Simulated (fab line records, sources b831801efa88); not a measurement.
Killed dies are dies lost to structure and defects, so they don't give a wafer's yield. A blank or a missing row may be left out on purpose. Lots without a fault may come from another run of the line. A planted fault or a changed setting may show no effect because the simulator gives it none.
One fault seen from 2 desks | flow gf180mcu | each desk has only its own numbers; what lay behind them comes last

THE METROLOGY DESK
What the gauges read, lot by lot, whatever tool the lot ran on: means of the sampled wafers that have a number. A lot is out of limits, marked OUT, if its mean lies more than 4 standard deviations from the usual mean; the brackets give that distance.
Columns: A = cd_nm at GF_V5_CD_MEAS_14, usual 259.9 nm; B = V5_OVL at GF_V5_OVL_MEAS_15, usual -4 nm
lot  | first seen here | A     | B
L841 | day 27 08:49    | 259.7 | -9
L843 | day 27 20:01    | 257.9 | -1
L844 | day 28 02:17    | 259.2 | -4
L845 | day 28 13:37    | 260.4 | -5
L846 | day 28 18:55    | 262.4 | 2
L847 | day 28 23:56    | 260.0 | -15
L848 | day 29 11:29    | 258.3 | 1
L852 | day 30 16:49    | 258.8 | 2
L853 | day 30 23:44    | 259.6 | -7
L856 | day 31 17:34    | 258.9 | -2
L857 | day 31 22:40    | 262.3 | -5
L862 | day 33 05:13    | 259.6 | -2
L864 | day 33 19:22    | 260.1 | -11
This desk's finding: nothing out of limits on any of the 13 lots.

THE TOOL OWNER'S DESK: plasma_asher-03
The tool's own readings at GF_DUAL_GATE_STRIP_13 (strips in O2/N2): means of the sampled wafers that have a number, for each lot that ran on this tool. A lot is out of limits, marked OUT, if its mean lies more than 4 standard deviations from the usual mean; the brackets give that distance.
Columns: A = drypump_motor_current_A at GF_DUAL_GATE_STRIP_13, usual 5.7 A; B = heater_power_w at GF_DUAL_GATE_STRIP_13, usual 316 W; C = oes_product_au at GF_DUAL_GATE_STRIP_13, usual 0.716 a.u.; D = platen_temp_c at GF_DUAL_GATE_STRIP_13, usual 249.97 C; E = strip_time_to_endpoint_s at GF_DUAL_GATE_STRIP_13, usual 12.64 s
lot  | first seen here | A   | B   | C     | D      | E
L843 | day 8 19:46     | 6.1 | 267 | 0.711 | 249.89 | 12.68
L845 | day 9 14:12     | 6.0 | 287 | 0.716 | 250.02 | 12.63
L846 | day 9 16:59     | 6.0 | 287 | 0.717 | 249.82 | 12.63
L848 | day 10 08:53    | 5.9 | 306 | 0.712 | 250.02 | 12.67
L852 | day 11 15:00    | 5.9 | 306 | 0.713 | 250.08 | 12.63
L853 | day 11 21:55    | 5.9 | 313 | 0.712 | 250.14 | 12.68
L856 | day 12 15:30    | 5.9 | 306 | 0.715 | 249.95 | 12.61
L857 | day 12 20:17    | 5.8 | 308 | 0.714 | 250.04 | 12.62
L864 | day 15 10:21    | 5.9 | 305 | 0.718 | 249.90 | 12.64
This desk's finding: nothing out of limits on any of the 9 lots.

PUT TOGETHER
The metrology desk saw nothing out of limits.
The tool owner's desk saw nothing out of limits.

WHAT THE SIMULATOR HAD PUT IN
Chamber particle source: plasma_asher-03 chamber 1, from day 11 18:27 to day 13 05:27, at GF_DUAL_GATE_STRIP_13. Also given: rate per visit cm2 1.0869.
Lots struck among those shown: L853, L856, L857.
